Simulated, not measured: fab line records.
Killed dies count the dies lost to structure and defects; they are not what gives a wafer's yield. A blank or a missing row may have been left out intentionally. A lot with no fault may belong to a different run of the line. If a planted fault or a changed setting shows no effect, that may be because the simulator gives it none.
A sampling plan put to the test | flow gf180mcu | each of the 15 faults these records tell of, on one fab line, judged from the records of the lots it struck
Plan = the line's own looks (route steps where a gauge or an inspection reads the wafer without altering it). A look is open to judgement when struck wafers have a number at it and the file gives its usual mean and standard deviation on fault-free wafers. Caught: at a look after the fault's first step, the mean of the struck wafers lies 4 or more of those standard deviations (sigma) from the usual mean. On the tool: here the same test is run on the tool's own readings at the fault's steps. Also counted as caught: the struck wafers showing another recipe, or a record that is empty for them alone.

THE FAULTS, as the simulator had put them in
1. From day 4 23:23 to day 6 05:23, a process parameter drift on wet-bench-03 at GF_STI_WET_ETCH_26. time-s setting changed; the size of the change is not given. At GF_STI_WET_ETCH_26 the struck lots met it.
2. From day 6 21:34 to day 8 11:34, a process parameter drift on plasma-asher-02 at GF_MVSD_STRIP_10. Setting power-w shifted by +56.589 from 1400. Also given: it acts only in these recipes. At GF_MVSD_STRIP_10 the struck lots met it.
3. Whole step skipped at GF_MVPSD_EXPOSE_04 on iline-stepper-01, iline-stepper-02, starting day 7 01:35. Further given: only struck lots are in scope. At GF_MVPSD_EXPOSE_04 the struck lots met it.
4. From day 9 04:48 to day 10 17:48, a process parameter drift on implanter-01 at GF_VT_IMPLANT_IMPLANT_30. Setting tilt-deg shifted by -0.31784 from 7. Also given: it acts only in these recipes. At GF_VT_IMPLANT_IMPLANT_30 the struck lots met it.
5. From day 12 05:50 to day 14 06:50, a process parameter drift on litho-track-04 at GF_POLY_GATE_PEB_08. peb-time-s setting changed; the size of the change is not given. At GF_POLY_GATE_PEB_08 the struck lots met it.
6. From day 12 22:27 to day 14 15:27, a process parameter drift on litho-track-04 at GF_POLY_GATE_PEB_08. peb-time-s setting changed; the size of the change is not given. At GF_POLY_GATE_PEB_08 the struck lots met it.
7. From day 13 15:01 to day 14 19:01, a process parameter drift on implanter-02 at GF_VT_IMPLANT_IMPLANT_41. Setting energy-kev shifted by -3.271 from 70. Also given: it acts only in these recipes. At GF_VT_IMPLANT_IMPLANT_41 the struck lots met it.
8. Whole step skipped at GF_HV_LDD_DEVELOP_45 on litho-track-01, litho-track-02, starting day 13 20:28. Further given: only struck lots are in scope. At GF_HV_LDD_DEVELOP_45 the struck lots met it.
9. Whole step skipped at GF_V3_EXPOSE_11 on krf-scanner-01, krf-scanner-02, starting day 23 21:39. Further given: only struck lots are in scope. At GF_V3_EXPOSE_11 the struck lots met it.
10. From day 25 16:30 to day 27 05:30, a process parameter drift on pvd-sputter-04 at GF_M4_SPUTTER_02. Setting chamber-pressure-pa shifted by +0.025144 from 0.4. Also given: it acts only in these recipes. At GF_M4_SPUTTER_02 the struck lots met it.
11. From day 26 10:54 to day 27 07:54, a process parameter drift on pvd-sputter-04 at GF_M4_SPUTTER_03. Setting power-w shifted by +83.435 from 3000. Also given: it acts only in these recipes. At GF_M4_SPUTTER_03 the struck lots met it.
12. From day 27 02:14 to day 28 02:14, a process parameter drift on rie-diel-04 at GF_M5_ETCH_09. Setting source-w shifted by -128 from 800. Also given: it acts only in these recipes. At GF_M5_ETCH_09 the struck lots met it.
13. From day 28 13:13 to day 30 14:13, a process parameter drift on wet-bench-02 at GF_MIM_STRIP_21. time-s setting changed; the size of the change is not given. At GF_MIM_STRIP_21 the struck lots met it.
14. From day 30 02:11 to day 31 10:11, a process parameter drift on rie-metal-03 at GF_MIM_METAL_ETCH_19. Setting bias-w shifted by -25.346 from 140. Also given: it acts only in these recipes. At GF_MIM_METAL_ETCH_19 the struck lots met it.
15. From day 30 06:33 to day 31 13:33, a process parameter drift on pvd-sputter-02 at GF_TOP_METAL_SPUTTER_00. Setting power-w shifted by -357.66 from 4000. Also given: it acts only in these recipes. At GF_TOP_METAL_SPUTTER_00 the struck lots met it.

WHAT THE PLAN SAW
fault | on the tool itself                               | first look that catches it                      | reading, sigma | median hours from its first step to that look | hours from the fault's start to the first struck lot there | judged looks passed uncaught
1     | run-length-s -16 sigma                           | none of the 2 looks that can be judged after it | -              | -                                             | -                                                          | 2
2     | strip-time-to-endpoint-s -11 sigma               | not the one look that can be judged after it    | -              | -                                             | -                                                          | 1
3     | no reading that can be judged                    | no look after it can be judged                  | -              | -                                             | -                                                          | 0
4     | tilt-deg -16 sigma                               | none of the 2 looks that can be judged after it | -              | -                                             | -                                                          | 2
5     | heater-power-total-W +19 sigma                   | none of the 2 looks that can be judged after it | -              | -                                             | -                                                          | 2
6     | heater-power-total-W +8.2 sigma                  | no look after it can be judged                  | -              | -                                             | -                                                          | 0
7     | beam-energy-keV -99 or beyond sigma              | not the one look that can be judged after it    | -              | -                                             | -                                                          | 1
8     | the tool's record is blank for the struck wafers | no look after it can be judged                  | -              | -                                             | -                                                          | 0
9     | no reading that can be judged                    | no look after it can be judged                  | -              | -                                             | -                                                          | 0
10    | chamber-pressure-pa +32 sigma                    | no look after it can be judged                  | -              | -                                             | -                                                          | 0
11    | cathode-dc-power-W +99 or beyond sigma           | no look after it can be judged                  | -              | -                                             | -                                                          | 0
12    | rf-fwd-power-W -29 sigma                         | not the one look that can be judged after it    | -              | -                                             | -                                                          | 1
13    | run-length-s -16 sigma                           | no look after it can be judged                  | -              | -                                             | -                                                          | 0
14    | bias-w -58 sigma                                 | no look after it can be judged                  | -              | -                                             | -                                                          | 0
15    | cathode-dc-power-W -99 or beyond sigma           | not the one look that can be judged after it    | -              | -                                             | -                                                          | 1
A dash: the fault is not caught, or the number is missing from these records.

Caught at a look: 0 of 15. Caught on the tool: 13 of 15. By one or the other: 13 of 15.
On the tool alone, faults 1, 2, 4, 5, 6, 7, 8, 10, 11, 12, 13, 14, 15 were caught.
Caught by neither: faults 3, 9.
